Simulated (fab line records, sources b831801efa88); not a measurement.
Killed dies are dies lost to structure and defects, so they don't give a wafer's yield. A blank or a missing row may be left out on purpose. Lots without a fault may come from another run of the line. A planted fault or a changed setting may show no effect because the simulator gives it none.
Which tool did it? | flow sky130 | 13 lots, 38 wafers sampled, at 4 steps of a route of 708

WHAT THE GAUGES READ, wafer by wafer
SKY_POLY_CUT_CD_MEAS_08: target cd 270 nm.
lot  | measured     | on        | cd_nm (nm)
L567 | day 25 09:02 | cd_sem-01 | 271.1 270.7 270.3
L568 | day 25 06:11 | cd_sem-01 | 271.2 270.3 269.5
L569 | day 25 04:59 | cd_sem-01 | 270.4 269.4 269.3
L570 | day 25 10:04 | cd_sem-01 | 271.6 271.6 272.0
L579 | day 28 14:23 | cd_sem-02 | 267.9 265.8 267.2
L580 | day 29 03:12 | cd_sem-02 | 268.4 269.1 268.1
L582 | day 29 15:46 | cd_sem-02 | 270.5 270.3 269.7
L584 | day 31 19:10 | cd_sem-02 | 269.3 268.3 269.1
L585 | day 31 20:45 | cd_sem-01 | 271.3 270.8
L586 | day 31 17:47 | cd_sem-02 | 270.2 270.9 270.2
L587 | day 31 18:32 | cd_sem-01 | 269.0 271.4 269.5
L588 | day 31 20:38 | cd_sem-02 | 271.3 272.1 272.0
L589 | day 31 21:34 | cd_sem-01 | 271.6 270.5 270.4

SKY_SD_N_OVL_MEAS_08.
lot  | measured     | on         | SD_N_OVL (nm)
L567 | day 28 23:53 | overlay-01 | 0.6 -0.4 2.1
L568 | day 28 22:11 | overlay-02 | -1.8 -1.0 -2.7
L569 | day 28 20:24 | overlay-01 | 3.4 0.4 2.7
L570 | day 29 00:32 | overlay-02 | 0.4 -1.1 -0.9
L579 | day 32 02:48 | overlay-02 | -3.1 -2.8 -4.0
L580 | day 32 13:56 | overlay-02 | -2.2 -2.3 -1.9
L582 | day 33 02:02 | overlay-02 | -0.6 0.7 -0.6
L584 | day 35 03:15 | overlay-02 | 1.0 -0.4 -1.3
L585 | day 35 05:31 | overlay-01 | -1.6 -1.1
L586 | day 35 01:38 | overlay-01 | -2.2 1.4 -1.3
L587 | day 35 02:38 | overlay-02 | 1.0 1.1 -0.3
L588 | day 35 05:13 | overlay-01 | -0.5 0.7 -0.7
L589 | day 35 05:56 | overlay-01 | 0.0 -0.1 -1.7

SKY_LOCAL_INTERCONNECT_CD_MEAS_11: target cd 170 nm.
lot  | measured     | on        | cd_nm (nm)
L567 | day 31 11:00 | cd_sem-01 | 171.6 168.9 170.2
L568 | day 31 09:27 | cd_sem-02 | 169.1 168.3 168.3
L569 | day 31 08:59 | cd_sem-01 | 171.5 171.2 171.6
L570 | day 31 11:56 | cd_sem-02 | 170.0 169.8 170.1
L579 | day 34 12:45 | cd_sem-02 | 169.2 170.7 170.2
L580 | day 34 21:34 | cd_sem-01 | 166.6 167.7 168.6
L582 | day 35 09:25 | cd_sem-02 | 170.1 171.0 170.8
L584 | day 37 10:02 | cd_sem-02 | 170.5 169.5 170.4
L585 | day 37 12:26 | cd_sem-01 | 171.0 171.4
L586 | day 37 07:29 | cd_sem-01 | 170.6 169.7 170.2
L587 | day 37 09:29 | cd_sem-02 | 169.1 169.2 169.3
L588 | day 37 11:36 | cd_sem-02 | 169.2 172.3 170.3
L589 | day 37 13:07 | cd_sem-02 | 169.7 171.2 170.8

WHICH TOOL RAN EACH LOT (tool, then ch and the chambers of the sampled wafers, then the start)
lot  | SKY_FIELD_ISO_WET_ETCH_30
L567 | wet_bench-03 ch 0, day 3 01:46
L568 | wet_bench-01 ch 0, day 3 02:08
L569 | wet_bench-01 ch 2, day 3 02:08
L570 | wet_bench-01 ch 1, day 3 03:16
L579 | wet_bench-03 ch 1, day 5 02:07
L580 | wet_bench-03 ch 0, day 5 07:35
L582 | wet_bench-02 ch 1, day 5 20:02
L584 | wet_bench-02 ch 3, day 6 02:49
L585 | wet_bench-03 ch 1, day 6 09:25
L586 | wet_bench-02 ch 2, day 6 13:56
L587 | wet_bench-02 ch 2, day 6 19:10
L588 | wet_bench-02 ch 2, day 6 22:22
L589 | wet_bench-02 ch 0, day 7 04:56
- SKY_FIELD_ISO_WET_ETCH_30: etches SiO2 in dHF, target depth 25 nm, time 50 s.

WHAT THE TOOLS THEMSELVES READ (means of the sampled wafers that have a number; where no wafer has one, the mark that the record gives instead)
SKY_FIELD_ISO_WET_ETCH_30.
lot  | tool         | bath_heat_duty_pct (%) | temp_c (C)
L567 | wet_bench-03 | 5.3                    | 24.96
L568 | wet_bench-01 | 6.0                    | 25.18
L569 | wet_bench-01 | 6.4                    | 24.96
L570 | wet_bench-01 | 0.0                    | 13.68
L579 | wet_bench-03 | 6.2                    | 25.00
L580 | wet_bench-03 | 5.7                    | 24.85
L582 | wet_bench-02 | 5.9                    | 24.96
L584 | wet_bench-02 | 5.9                    | 25.06
L585 | wet_bench-03 | 6.7                    | 25.22
L586 | wet_bench-02 | 6.2                    | 24.96
L587 | wet_bench-02 | 5.5                    | 25.02
L588 | wet_bench-02 | 5.8                    | 24.97
L589 | wet_bench-02 | 6.2                    | 24.93

THE ANSWER, worked out from the rows above alone
Rule: what is usual is taken from the lots themselves. Put in order of their means at a reading, lots are off if they are a third of the lots or fewer, leave a main group of 4 or more, and stand apart from it by a gap of 3 or more times the standard deviation of the main group's means; of several such gaps the widest counts. A main group whose means are all the same, to the digits that the tables above print for the reading, isn't used. A lot without any number at a reading at which 4 lots or more have one is off too. The other lots that the step has rows for count as sound. The gauges are gone through in route order, then the tools' own readings, and for those a lot's mean is taken as printed above. The first step at which some lot is off is used, and at that step the reading that is off furthest; a lot without a number counts as furthest.
Off: L570, at SKY_FIELD_ISO_WET_ETCH_30 (temp_c). The main group: mean 25.01 C, standard deviation 0.1.
A tool fits if, at that step or a process step before it, it ran every lot that is off, and no sound lot after the first of them. One fits: wet_bench-01 at SKY_FIELD_ISO_WET_ETCH_30. Its last sound lot is L568 (day 3 02:08), its first lot that is off L570 (day 3 03:16): a fault that began between those two fits.
The tool's own readings at SKY_FIELD_ISO_WET_ETCH_30 bear it out: on the lots that are off they differ by more than 5 times the standard deviation of the sound lots' means. bath_heat_duty_pct reads 0.0 % there against 6.0 % on the sound lots; temp_c reads 13.68 C there against 25.01 C on the sound lots.

WHAT THE SIMULATOR HAD PUT IN
Process parameter drift: wet_bench-01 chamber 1, from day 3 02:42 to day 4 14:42, at SKY_FIELD_ISO_WET_ETCH_30. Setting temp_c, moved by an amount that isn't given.
Lots struck among those shown: L570. The rule above found the same.
